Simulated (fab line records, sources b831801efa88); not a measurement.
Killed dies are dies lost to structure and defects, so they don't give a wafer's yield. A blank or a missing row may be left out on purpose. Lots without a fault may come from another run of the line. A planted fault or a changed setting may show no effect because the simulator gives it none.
Which tool did it? | flow gf180mcu | 6 lots, 18 wafers sampled, at 3 steps of a route of 602

WHAT THE GAUGES READ, wafer by wafer
GF_V4_THK_MEAS_03.
lot  | measured     | on            | V4_CVD_02_THK (nm)
L479 | day 25 07:34 | film_metro-03 | 832 852 851
L482 | day 26 04:10 | film_metro-04 | 855 862 861
L487 | day 27 18:54 | film_metro-04 | 411 426 873
L490 | day 28 13:49 | film_metro-04 | 860 859 852
L496 | day 30 11:06 | film_metro-03 | 871 854 886
L498 | day 31 00:11 | film_metro-01 | 825 838 849

WHICH TOOL RAN EACH LOT (tool, then ch and the chambers of the sampled wafers, then the start)
lot  | GF_M4_SPUTTER_04             | GF_V4_CVD_02
L479 | pvd_sputter-04, day 24 07:53 | pecvd-02 ch 0,1, day 25 07:29
L482 | pvd_sputter-03, day 25 05:59 | pecvd-02 ch 0, day 26 04:04
L487 | pvd_sputter-01, day 26 21:25 | pecvd-02 ch 0,1,2, day 27 18:50
L490 | pvd_sputter-01, day 27 17:21 | pecvd-03 ch 0,1,2, day 28 13:46
L496 | pvd_sputter-04, day 29 15:03 | pecvd-02 ch 1,2, day 30 11:01
L498 | pvd_sputter-01, day 30 04:46 | pecvd-03 ch 0,1,2, day 31 00:07
- GF_M4_SPUTTER_04: material TiN, target thk 50 nm, time 41.7 s.
- GF_V4_CVD_02: deposits SiO2 from TEOS, target thk 850 nm, time 94.851 s.

THE ANSWER, worked out from the rows above alone
Rule: what is usual is taken from the lots themselves. Put in order of their means at a reading, lots are off if they are a third of the lots or fewer, leave a main group of 4 or more, and stand apart from it by a gap of 3 or more times the standard deviation of the main group's means; of several such gaps the widest counts. A main group whose means are all the same, to the digits that the tables above print for the reading, isn't used. A lot without any number at a reading at which 4 lots or more have one is off too. The other lots that the step has rows for count as sound.
Off: L487, at GF_V4_THK_MEAS_03 (V4_CVD_02_THK). The main group: mean 854 nm, standard deviation 12.
A tool fits if, at a process step before that reading, it ran every lot that is off, and no sound lot after the first of them. The gauges at GF_V4_THK_MEAS_03 are tried like those tools. None of those tried fits.

WHAT THE SIMULATOR HAD PUT IN
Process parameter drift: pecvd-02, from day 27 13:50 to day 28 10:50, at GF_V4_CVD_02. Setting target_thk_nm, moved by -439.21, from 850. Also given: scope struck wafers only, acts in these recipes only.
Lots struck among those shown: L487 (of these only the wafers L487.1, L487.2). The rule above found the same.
